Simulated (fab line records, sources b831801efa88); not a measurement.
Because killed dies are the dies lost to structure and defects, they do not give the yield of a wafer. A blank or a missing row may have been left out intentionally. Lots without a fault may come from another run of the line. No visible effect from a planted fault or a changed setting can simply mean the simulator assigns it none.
A lot that was struck, set against a sound lot	flow gf180mcu	16 steps out of a route of 602
Sound: wafers L406.2, L406.3, L406.6. Struck: wafer L412.6. (L412.2, L412.3 of the same lot were not struck and are left out.) The cause comes at the end.
Each step with rows lists, per side, the tool, then ch with its chambers, then its first start. Under that, the readings that differ: sound wafers	struck wafers	difference of the means	sigmas: that difference in standard deviations of wafers without a fault.
alike: readings whose means differ by less than 2 such deviations, and words and numbers that are the same on both sides. not compared: withheld readings, readings that some wafer has no value for, bounds like >300 that may hide the same value, and numbers for which the record gives no deviation and whose values overlap.
A row with sigmas, a row that says differs or no value, or rows on one side alone: a step with any of these is where the two part. Numbers that don't overlap but have no deviation are shown without sigmas and don't part them. Lack of a reading on every wafer of one side parts them only where that side has two or more wafers.

first, 1 step without rows for these wafers: GF_HV_LDD_DEVELOP_06 (develop time 60 s).
GF_HV_LDD_CD_MEAS_07 targets a cd of 400 nm.
  struck on cdSem-01, day 15 14:26; sound on cdSem-02, day 13 22:10
  alike: cdNm
GF_HV_LDD_OVL_MEAS_08:
  struck on overlay-01, day 15 14:32; sound on overlay-02, day 13 22:17
  alike: HV_LDD_OVL
following that, these wafers have no rows for 1 step: GF_HV_LDD_IMPLANT_09.
GF_HV_LDD_STRIP_10: strips in O2/N2.
  sound on plasmaAsher-03 ch 1, day 13 22:28; struck on plasmaAsher-01 ch 1, day 15 14:43
  alike: drypumpMotorCurrentA, heaterPowerW, oesProductAu, stripTimeToEndpointS
  not compared: rfHoursCounterH
GF_HV_LDD_TW_MEAS_11:
  struck on filmMetro-04, day 15 14:49; sound on filmMetro-03, day 13 22:34
  alike: HV_LDD_TW
then, 6 steps without rows for these wafers: GF_HV_LDD_DEHYDRATE_12 (time 60 s); GF_HV_LDD_HMDS_13 (prime time 60 s); GF_HV_LDD_COAT_14 (resist thk 1000 nm); GF_HV_LDD_SOFTBAKE_15 (time 60 s); GF_HV_LDD_EXPOSE_16 (exposes mask Pplus LV AREA, target cd 400 nm); GF_HV_LDD_PEB_17.
GF_HV_LDD_DEVELOP_18: develop time 60 s.
  sound on lithoTrack-02 ch 0, day 14 19:05; struck on lithoTrack-02 ch 0, day 16 12:11
GF_HV_LDD_CD_MEAS_19 targets a cd of 400 nm.
  struck on cdSem-01, day 16 12:20; sound on cdSem-02, day 14 19:14
reading	sound	struck	difference	sigmas
cdNm (nm)	399.8 400.1 402.0	369.6	-31.0	-12
GF_HV_LDD_OVL_MEAS_20:
  struck on overlay-01, day 16 12:26; sound on overlay-01, day 14 19:20
  alike: HV_LDD_01_OVL
following that, these wafers have no rows for 1 step: GF_PASSIVATION_PROBE_99.

## WHERE THEY PART
Only at GF_HV_LDD_CD_MEAS_19, within this record. Later steps at which nothing parts them and some readings are alike: GF_HV_LDD_OVL_MEAS_20.

WHY: the cause the simulator had injected
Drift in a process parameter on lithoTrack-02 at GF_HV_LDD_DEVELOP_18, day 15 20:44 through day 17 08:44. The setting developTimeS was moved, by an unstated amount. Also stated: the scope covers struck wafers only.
